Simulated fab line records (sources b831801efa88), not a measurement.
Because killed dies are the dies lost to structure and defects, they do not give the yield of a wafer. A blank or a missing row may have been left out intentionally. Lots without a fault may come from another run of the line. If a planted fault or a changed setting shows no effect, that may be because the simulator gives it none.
Check for tools in common -- flow sky130 -- 13 lots and 39 wafers in the sample

== WHY THIS WAS OPENED ==
At SKY_RES_XHIGH_TW_MEAS_09 the reading RES_XHIGH_TW is flagged on 1 of 13 lots. Wafers without a fault read 1626, standard deviation 13.
Rule: flag the lot when none of its wafers has a number, or when each of its wafers that has one lies beyond 4 standard deviations from that mean. As for the other lots, they are considered sound.

lot,measured,on,"RES_XHIGH_TW, wafer by wafer",flag
L527,day 26 22:25,film_metro-01,1633 1628 1635,
L528,day 27 10:14,film_metro-01,1633 1639 1638,
L529,day 27 20:02,film_metro-01,1623 1635 1625,
L531,day 28 07:52,film_metro-01,1640 1635 1649,
L533,day 29 22:16,film_metro-01,1632 1642 1643,
L534,day 29 22:55,film_metro-02,1617 1624 1621,
L535,day 29 23:14,film_metro-03,30 30 30,FLAGGED
L537,day 30 16:39,film_metro-02,1626 1623 1619,
L545,day 32 17:45,film_metro-03,1621 1607 1607,
L546,day 33 10:09,film_metro-01,1639 1630 1639,
L547,day 33 13:01,film_metro-01,1629 1636 1638,
L548,day 33 20:28,film_metro-03,1610 1609 1602,
L549,day 34 00:33,film_metro-03,1608 1606 1605,
On average the flagged lots read 30, which is -1596 against the usual, or -99 or more standard deviations.

== WHICH TOOL EACH LOT WENT THROUGH ==
The record keeps 1 process step preceding the reading, out of 708 steps on the route. In each cell: the tool, then ch and the chambers that the sampled wafers went through, then the start.
lot,flag,SKY_RES_XHIGH_EXPOSE_04
L527,,"iline_stepper-01 ch 0, day 26 09:01"
L528,,"iline_stepper-02 ch 0, day 26 18:46"
L529,,"iline_stepper-01 ch 0, day 27 05:08"
L531,,"iline_stepper-01 ch 0, day 27 18:13"
L533,,"iline_stepper-02 ch 0, day 29 07:49"
L534,,"iline_stepper-02 ch 0, day 29 08:44"
L535,FLAGGED,"iline_stepper-02 ch 0, day 29 09:10"
L537,,"iline_stepper-01 ch 0, day 30 03:10"
L545,,"iline_stepper-01 ch 0, day 32 04:32"
L546,,"iline_stepper-01 ch 0, day 32 20:28"
L547,,"iline_stepper-01 ch 0, day 32 23:57"
L548,,"iline_stepper-02 ch 0, day 33 07:02"
L549,,"iline_stepper-02 ch 0, day 33 11:35"
These steps, and what they do:
- SKY_RES_XHIGH_EXPOSE_04: exposes mask URPM, target cd 1270 nm.
- SKY_RES_XHIGH_TW_MEAS_09

== FLAGGED AGAINST TOTAL, ONE TOOL AT A TIME (gauges that did the reading follow at the end) ==
step,tool,lots run,flagged,share of the flagged lots,sound lots run after its first flagged lot
SKY_RES_XHIGH_EXPOSE_04,iline_stepper-01,7,0,none,-
SKY_RES_XHIGH_EXPOSE_04,iline_stepper-02,6,1,all,"2 (L548,L549)"
SKY_RES_XHIGH_TW_MEAS_09,film_metro-01,7,0,none,-
SKY_RES_XHIGH_TW_MEAS_09,film_metro-02,2,0,none,-
SKY_RES_XHIGH_TW_MEAS_09,film_metro-03,4,1,all,"3 (L545,L548,L549)"

== WHAT THE TABLE PERMITS ==
In 2 table rows, all flagged lots were run: iline_stepper-02 (SKY_RES_XHIGH_EXPOSE_04), film_metro-03 (SKY_RES_XHIGH_TW_MEAS_09).
- iline_stepper-02 at SKY_RES_XHIGH_EXPOSE_04 ran 6 lots, 1 of them flagged. Sound lots ran on it after the first flagged one (L548, L549), which a lasting fault on the whole tool wouldn't allow.
- film_metro-03 at SKY_RES_XHIGH_TW_MEAS_09 ran 4 lots, 1 of them flagged. Sound lots ran on it after the first flagged one (L545, L548, L549), which a lasting fault on the whole tool wouldn't allow.
Not one row of the table ran every flagged lot while running no sound lot after the first.

== WHAT WAS PUT IN BY THE SIMULATOR ==
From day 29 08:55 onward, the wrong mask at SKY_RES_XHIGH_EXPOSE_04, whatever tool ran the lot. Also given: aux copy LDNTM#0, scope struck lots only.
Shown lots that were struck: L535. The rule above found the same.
